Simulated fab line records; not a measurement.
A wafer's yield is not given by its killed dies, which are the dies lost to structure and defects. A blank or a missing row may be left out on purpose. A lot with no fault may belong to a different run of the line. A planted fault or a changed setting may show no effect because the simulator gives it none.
Which of the tools did it? / flow gf180mcu / 7 lots, 21 wafers sampled, at 3 steps of a route of 602

## WHAT THE GAUGES SHOWED, per wafer
GF_M4_RS_MEAS_05: a four-point-probe measurement.
lot=L296; measured=day 23 01:46; on=film metro-02; M4_ALCU_RS (ohm/sq)=0.0700 0.0694 0.0693
lot=L303; measured=day 25 07:59; on=film metro-03; M4_ALCU_RS (ohm/sq)=6.9834 6.9958 6.9761
lot=L307; measured=day 26 10:42; on=film metro-03; M4_ALCU_RS (ohm/sq)=0.0700 0.0691 0.0693
lot=L311; measured=day 28 02:17; on=film metro-02; M4_ALCU_RS (ohm/sq)=0.0699 0.0691 0.0702
lot=L313; measured=day 28 17:07; on=film metro-02; M4_ALCU_RS (ohm/sq)=0.0692 0.0697 0.0691
lot=L314; measured=day 29 01:09; on=film metro-01; M4_ALCU_RS (ohm/sq)=0.0694 0.0688 0.0696
lot=L318; measured=day 29 19:50; on=film metro-01; M4_ALCU_RS (ohm/sq)=0.0709 0.0712 0.0712

## EACH LOT AND THE TOOL THAT RAN IT (in order: tool; ch and the chambers of the sampled wafers; start)
lot=L296; GF_V3_CMP_04=cmp-02 ch 1,2,3, day 22 00:35; GF_M4_SPUTTER_02=pvd sputter-04, day 23 01:41
lot=L303; GF_V3_CMP_04=cmp-02 ch 0,2,3, day 24 08:28; GF_M4_SPUTTER_02=pvd sputter-02, day 25 07:52
lot=L307; GF_V3_CMP_04=cmp-02 ch 1,2,3, day 25 10:56; GF_M4_SPUTTER_02=pvd sputter-04, day 26 10:37
lot=L311; GF_V3_CMP_04=cmp-02 ch 2,3, day 27 04:15; GF_M4_SPUTTER_02=pvd sputter-02, day 28 02:10
lot=L313; GF_V3_CMP_04=cmp-01 ch 0,1,3, day 27 19:37; GF_M4_SPUTTER_02=pvd sputter-01, day 28 17:02
lot=L314; GF_V3_CMP_04=cmp-01 ch 0,3, day 28 03:46; GF_M4_SPUTTER_02=pvd sputter-02, day 29 01:04
lot=L318; GF_V3_CMP_04=cmp-02 ch 1,2,3, day 28 23:36; GF_M4_SPUTTER_02=pvd sputter-04, day 29 19:45
- GF_V3_CMP_04: polishes SiO2.
- GF_M4_SPUTTER_02: material AlCu, target thk 450 nm, time 23.9 s.

## THE ANSWER, worked out from the rows above alone
Rule: the usual values come from the lots themselves. The widest of any qualifying gaps counts: lots, ordered by their means at a reading, are off when they make up no more than a third of the lots, leave a main group of 4 or more, and stand apart from it by 3 or more times the standard deviation of that group's means. A main group whose means are all the same, to the digits that the tables above print for the reading, isn't used. A lot without any number at a reading at which 4 lots or more have one is off too. The other lots that the step has rows for count as sound.
Off: L303, seen at GF_M4_RS_MEAS_05 (M4_ALCU_RS). For the main group the mean is 0.0697 ohm/sq and the standard deviation 0.00062.
If a tool, at a process step before that reading, ran all the lots that are off and no sound lot after the first of them, it fits. Gauges at GF_M4_RS_MEAS_05: tried the same way as those tools. None of those tried fits.

## WHAT THE SIMULATOR HAD INSERTED
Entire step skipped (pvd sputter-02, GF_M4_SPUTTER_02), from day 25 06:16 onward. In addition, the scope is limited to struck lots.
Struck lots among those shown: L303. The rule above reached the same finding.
